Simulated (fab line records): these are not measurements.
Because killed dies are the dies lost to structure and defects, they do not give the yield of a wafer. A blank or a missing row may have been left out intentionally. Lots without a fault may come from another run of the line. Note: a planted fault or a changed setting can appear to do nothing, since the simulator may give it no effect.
A lot that was struck, set against a sound lot ; flow sfq_line ; 42 out of 325 route steps
Sound: the wafers L113.3, L113.5, L113.6. Struck: wafers L117.2, L117.4 (left out: L117.5, a lot-mate that was not struck); the cause follows at the end.
Order at every step that has rows: each side's tool, ch and its chambers, its first start. Under that, the readings that differ: sound wafers ; struck wafers ; difference of the means ; sigmas: that difference in standard deviations of wafers without a fault.
alike: a reading whose means differ by less than 2 such deviations, as well as words and numbers matching on both sides. not compared: withheld readings; readings where some wafer has no value; bounds like >300 that might hide an equal value; numbers whose values overlap and for which the record gives no deviation.
Wherever a step has rows on one side only, a row that says differs or no value, or a row with sigmas, the two part there. When numbers do not overlap yet have no deviation, they are printed without sigmas and do not part them. Lack of a reading on every wafer of one side parts them only where that side has two or more wafers.

first, 6 steps without rows for these wafers: SFQ_TRILAYER_I6_VIA_LITHO_COAT_174 (resist thk 62 nm); SFQ_TRILAYER_I6_VIA_LITHO_COAT_169 (resist thk 650 nm); SFQ_TRILAYER_I6_VIA_LITHO_SOFTBAKE_173; SFQ_TRILAYER_I6_VIA_LITHO_EXPOSE_170 (exposes mask I6, target cd 700 nm); SFQ_TRILAYER_I6_VIA_LITHO_PEB_172 (peb time 60 s); SFQ_TRILAYER_I6_VIA_LITHO_DEVELOP_171 (time 60 s).
SFQ_I6_OVL_MEAS_942:
  sound on overlay-01 at day 72 20:05; struck on overlay-01 at day 75 20:45
reading;sound;struck;difference;sigmas
I6_OVL (nm);9 12 3;-8 -6;-15;-2
then, 1 step without rows for these wafers: SFQ_TRILAYER_I6_VIA_BARC_OPEN_VIA_ETCH_235 (etches BARC in O2, target depth 125 nm, time 41.7 s).
SFQ_TRILAYER_I6_VIA_ETCH_VIA_ETCH_172: etches SiO2 in CHF3, stops on Nb, target depth 260 nm.
  sound on rie_diel-04 ch 1,2,3, day 72 20:09; struck on rie_diel-03 ch 1,2, day 75 20:49
  alike: drypump_motor_current_A, oes_product_au
then, 3 steps without rows for these wafers: SFQ_TRILAYER_I6_VIA_STRIP_STRIP_173 (strips in O2); SFQ_TRILAYER_I6_VIA_STRIP_SOLV_CLEAN_174 (cleans in NMP, time 600 s); SFQ_TRILAYER_M7_DEP_PRE_CLEAN_176 (time 22.5 s).
SFQ_TRILAYER_M7_DEP_SPUTTER_175: material Nb, target thk 200 nm, time 133.3 s.
  sound on pvd_sputter-04 at day 72 21:04; struck on pvd_sputter-04 at day 75 21:44
reading;sound;struck;difference;sigmas
model.Nb_of_TRILAYER_M7_DEP_SPUTTER_175.thk_nm (nm);201.3 200.6 200.8;208.8 209.2;+8.1;
  alike: throttle_valve_pct
SFQ_M7_RS_MEAS_943: measures by four-point-probe.
  sound on film_metro-02 at day 72 21:12; struck on film_metro-02 at day 75 21:51
reading;sound;struck;difference;sigmas
M7_NB_RS (ohm/sq);0.885 0.890 0.889;0.853 0.852;-0.035;-4
then, 4 steps without rows for these wafers: SFQ_TRILAYER_M7_LITHO_COAT_182 (resist thk 62 nm); SFQ_TRILAYER_M7_LITHO_COAT_177 (resist thk 600 nm); SFQ_TRILAYER_M7_LITHO_SOFTBAKE_181; SFQ_TRILAYER_M7_LITHO_EXPOSE_178 (exposes mask M7, target cd 500 nm).
SFQ_TRILAYER_M7_LITHO_PEB_180: peb time 62.28 s.
  sound on litho_track-04 ch 0, day 73 00:37; struck on litho_track-02 ch 0, day 76 01:16
  alike: plate_sensor_t_centre_C, plate_sensor_t_edge_C
then, 1 step without rows for these wafers: SFQ_TRILAYER_M7_LITHO_DEVELOP_179 (time 60 s).
SFQ_M7_OVL_MEAS_945:
  sound on overlay-01 at day 73 00:53; struck on overlay-01 at day 76 01:33
  alike: M7_OVL
then, 1 step without rows for these wafers: SFQ_TRILAYER_M7_BARC_OPEN_METAL_ETCH_229 (etches BARC in O2, target depth 125 nm, time 41.7 s).
SFQ_TRILAYER_M7_ETCH_METAL_ETCH_180: etches Nb in Cl2/Ar, stops on SiO2, target depth 240 nm, time 120 s.
  sound on rie_metal-03 ch 0,1, day 73 01:01; struck on rie_metal-03 ch 0,1, day 76 01:38
  alike: drypump_motor_current_A, oes_product_au
  not compared: rf_hours_counter_h
SFQ_TRILAYER_M7_STRIP_STRIP_181: strips in O2.
  sound on rie_metal-03 ch 0,1, day 73 01:17; struck on rie_metal-03 ch 0,1, day 76 01:46
  alike: drypump_motor_current_A, oes_product_au
  not compared: rf_hours_counter_h
then, 3 steps without rows for these wafers: SFQ_TRILAYER_M7_STRIP_SOLV_CLEAN_182 (cleans in NMP, time 600 s); SFQ_TRILAYER_I7_DEP_PECVD_183 (deposits SiO2 from SiH4/N2O, time 111.11 s, target thk 500 nm); SFQ_TRILAYER_I7_CMP_CMP_184 (polishes SiO2).
SFQ_I7_BOW_MEAS_946:
  sound on film_metro-02 at day 73 04:59; struck on film_metro-03 at day 76 11:04
  alike: I7_BOW
then, 7 steps without rows for these wafers: SFQ_TRILAYER_I7_METRO_MEASURE_185; SFQ_TRILAYER_I7_VIA_LITHO_COAT_192 (resist thk 62 nm); SFQ_TRILAYER_I7_VIA_LITHO_COAT_187 (resist thk 650 nm); SFQ_TRILAYER_I7_VIA_LITHO_SOFTBAKE_191; SFQ_TRILAYER_I7_VIA_LITHO_EXPOSE_188 (exposes mask I7, target cd 1000 nm); SFQ_TRILAYER_I7_VIA_LITHO_PEB_190 (peb time 60 s); SFQ_TRILAYER_I7_VIA_LITHO_DEVELOP_189 (time 60 s).
-- the record jumps here: 4 days lie between the struck wafers' starts before and after --
SFQ_I7_OVL_MEAS_947:
  sound on overlay-02 at day 73 08:39; struck on overlay-02 at day 80 08:11
  alike: I7_OVL
SFQ_TRILAYER_I7_VIA_BARC_OPEN_VIA_ETCH_260: etches BARC in O2, target depth 125 nm, time 41.7 s.
  sound on rie_diel-02 ch 1,2, day 73 08:41; struck on rie_diel-02 ch 1,3, day 80 08:13
  alike: drypump_motor_current_A, oes_product_au
  not compared: rf_hours_counter_h
then, 1 step without rows for these wafers: SFQ_TRILAYER_I7_VIA_ETCH_VIA_ETCH_190 (etches SiO2 in CHF3, stops on Nb, target depth 260 nm).
SFQ_TRILAYER_I7_VIA_STRIP_STRIP_191: strips in O2.
  sound on rie_metal-03 ch 0,1, day 73 09:02; struck on rie_metal-04 ch 0,1, day 80 08:22
  alike: drypump_motor_current_A, oes_product_au
  not compared: rf_hours_counter_h
then, 2 steps without rows for these wafers: SFQ_TRILAYER_I7_VIA_STRIP_SOLV_CLEAN_192 (cleans in NMP, time 600 s); SFQ_TRILAYER_M8_LITHO_LOR_COAT_197.
SFQ_M8_BOW_MEAS_951:
  sound on film_metro-01 at day 78 09:38; struck on film_metro-03 at day 80 23:09
reading;sound;struck;difference;sigmas
model.etest.m7.ohm_um;1.784 1.798 1.797;1.727 1.733;-0.063;
model.etest.i6.link_ohm;1.87 1.879 1.873;1.831 1.829;-0.044;
model.etest.m7.ohm_sq;0.8844 0.8875 0.8865;0.8526 0.8511;-0.0343;
model.etest.i7.link_ohm;1.047 1.05 1.049;1.017 1.015;-0.033;
  alike: M8_BOW

WHERE THEY PART
At SFQ_I6_OVL_MEAS_942 first; at SFQ_M7_RS_MEAS_943 last (within this record only). Later steps at which nothing parts them and some readings are alike: SFQ_TRILAYER_M7_LITHO_PEB_180, SFQ_M7_OVL_MEAS_945, SFQ_TRILAYER_M7_ETCH_METAL_ETCH_180, SFQ_TRILAYER_M7_STRIP_STRIP_181, SFQ_I7_BOW_MEAS_946, SFQ_I7_OVL_MEAS_947, SFQ_TRILAYER_I7_VIA_BARC_OPEN_VIA_ETCH_260, SFQ_TRILAYER_I7_VIA_STRIP_STRIP_191, SFQ_M8_BOW_MEAS_951.

WHY: the cause the simulator had injected
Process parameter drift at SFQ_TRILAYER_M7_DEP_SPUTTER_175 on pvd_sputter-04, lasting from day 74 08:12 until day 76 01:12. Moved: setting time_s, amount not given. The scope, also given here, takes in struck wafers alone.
